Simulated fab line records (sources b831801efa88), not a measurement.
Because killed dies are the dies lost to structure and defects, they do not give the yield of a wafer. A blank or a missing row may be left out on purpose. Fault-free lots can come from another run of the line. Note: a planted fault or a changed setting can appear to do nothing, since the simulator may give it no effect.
Problem report, 8D (eight disciplines) form, completed by code | flow sfq-line | the parts of the form that need people (team, actions taken, sign-off) are left out

## 1. THE PROBLEM
Wafers with no fault read 216 s with a standard deviation of 6.3, whereas time-to-endpoint-s at SFQ_TRILAYER_I1_CMP_CMP_046 reads a mean of 259 s on 1 wafer of 1 lot. That is +6.8 standard deviations from the usual mean.
The step: polishes SiO2.
First seen on wafer L480.1, day 27 09:28, on cmp-01. Wafers with a number at this step in the record: 36, from 12 lots. Rule for "out", or "out of limits": more than 4 standard deviations from the usual mean. The rest of the wafers with a number are treated as sound.

## 2. WHAT IT IS; WHAT IT IS NOT
question                    | is                 | is not
which readings at this step | time-to-endpoint-s | motor-current-A, slurry-flow-ml-min
which lots                  | L480               | L473, L475, L476, L477, L478, L489, L492, L493, L494, L495, L496
which wafers of those lots  | L480.1             | L480.2, L480.6
read on which tools         | cmp-01             | cmp-02
when                        | from day 27 09:28  | up to then (16 sound wafers); but 19 sound wafers of L480, L489, L492, L493, L494, L495, L496 came after

## 3. SUSPECTS, AND WHAT RULES EACH OUT
Counting: if a tool at a process step up to the reading ran every lot that is out, it stays a suspect. Sound lots after the first of them don't rule it out here, since some wafers of a struck lot are sound.
- cmp-01 at SFQ_TRILAYER_I1_CMP_CMP_046 (polishes SiO2): kept. The lot that is out, L480, ran on it at day 27 09:28; the last sound lot it ran before that was L478, at day 26 10:27. Its own time-to-endpoint-s readings are out on those wafers.
- Within cmp-01 at SFQ_TRILAYER_I1_CMP_CMP_046: the wafers that are out ran in chamber 0; their sound lot-mates ran in chamber 1.
After counting, what remains is cmp-01 at SFQ_TRILAYER_I1_CMP_CMP_046.

## 4. THE CAUSE (what the simulator had put in)
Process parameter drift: cmp-01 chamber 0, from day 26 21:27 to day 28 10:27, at SFQ_TRILAYER_I1_CMP_CMP_046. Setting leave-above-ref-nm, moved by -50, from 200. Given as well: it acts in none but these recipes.
Counting left only this tool.

## 5. THE CHAIN OF EFFECTS, in route order
Each row: a reading whose mean over the struck wafers that have a number lies more than 3 standard deviations from the usual. Only readings whose record carries a usual standard deviation are examined. hours: median over the lots of the time between each lot's start at the first step of this table that gives one and its start at this step. sigmas: the change, counted in usual standard deviations.
hours | step                                  | reading            | usual      | on struck wafers | change | sigmas
0     | SFQ_TRILAYER_I1_CMP_CMP_046           | time-to-endpoint-s | 216 s      | 259              | +43    | +6.8
3     | SFQ_TRILAYER_I1_METRO_MEASURE_047     | thk-nm             | 200.1 nm   | 149.7            | -50.4  | -53
154   | SFQ_TRILAYER_I1_VIA_ETCH_VIA_ETCH_052 | oes-product-au     | 0.855 a.u. | 0.728            | -0.127 | -25
Process steps it contains:
- SFQ_TRILAYER_I1_CMP_CMP_046: polishes SiO2.
- SFQ_TRILAYER_I1_METRO_MEASURE_047
- SFQ_TRILAYER_I1_VIA_ETCH_VIA_ETCH_052: etches SiO2 in CHF3, stops on Nb, target depth 260 nm.

## 6. HOW IT WOULD HAVE BEEN CAUGHT EARLIER
In this record the first reading out of limits was taken at day 27 09:28, 12 hours after the fault began at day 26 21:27.
